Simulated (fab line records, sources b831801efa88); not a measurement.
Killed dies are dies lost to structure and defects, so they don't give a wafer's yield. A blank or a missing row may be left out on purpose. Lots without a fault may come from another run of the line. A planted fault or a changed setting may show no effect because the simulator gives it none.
Chamber matching | flow gf180mcu | GF_V5_CMP_26 on cmp-02: 4 sister chambers
The step polishes, stops on SiO2, t overpolish 15 s, target thk 0 nm. 8 wafers are shown with their chamber, then 8 later ones without.

WAFERS WITH THEIR CHAMBER
wafer  | chamber | motor_current_A (A) | slurry_filter_dp_kPa (kPa)
L454.1 | 2       | 10.3                | 13.30
L454.5 | 2       | 9.7                 | 13.33
L455.3 | 1       | 11.1                | 13.50
L459.6 | 0       | 10.2                | 13.51
L467.3 | 3       | 10.6                | 13.66
L467.5 | 0       | 9.5                 | 13.43
L467.6 | 1       | 10.2                | 13.25
L468.2 | 3       | 11.2                | 13.32

WAFERS WITHOUT THEIR CHAMBER
wafer  | motor_current_A (A) | slurry_filter_dp_kPa (kPa)
L468.4 | 9.4                 | 13.77
L468.5 | 9.6                 | 13.48
L470.1 | 9.9                 | 13.37
L470.4 | 10.2                | 13.53
L470.5 | 10.6                | 13.58
L472.3 | 10.2                | 13.42
L472.4 | 11.0                | 13.40
L472.5 | 9.9                 | 13.36

WHICH CHAMBER EACH WENT THROUGH
wafer  | from the rows above               | in truth
L468.4 | can't be placed: 0 or 2 or 3 or 1 | 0
L468.5 | can't be placed: 0 or 2 or 1      | 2
L470.1 | can't be placed: 2 or 0 or 1 or 3 | 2
L470.4 | can't be placed: 0 or 1 or 3 or 2 | 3
L470.5 | can't be placed: 3 or 1 or 0 or 2 | 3
L472.3 | can't be placed: 0 or 2 or 1 or 3 | 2
L472.4 | can't be placed: 3 or 1 or 2 or 0 | 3
L472.5 | can't be placed: 2 or 0 or 1 or 3 | 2
Placed correctly: 0 of 8. Can't be placed from these rows: 8 (the true chamber is among the candidates in 8). Placed wrongly: 0.
How it was worked out, from the rows above alone: a wafer's distance from a chamber is the root of the sum, over the readings, of the square of ((its reading less the chamber's mean) divided by the reading's scatter). The wafer belongs to the nearest chamber; if the next one is less than 2 further off, it can't be placed. A chamber's mean is the mean of its shown wafers. The scatter: the root of (the sum of the squares of (reading less its chamber's mean) over the shown wafers, divided by (wafers less chambers)).
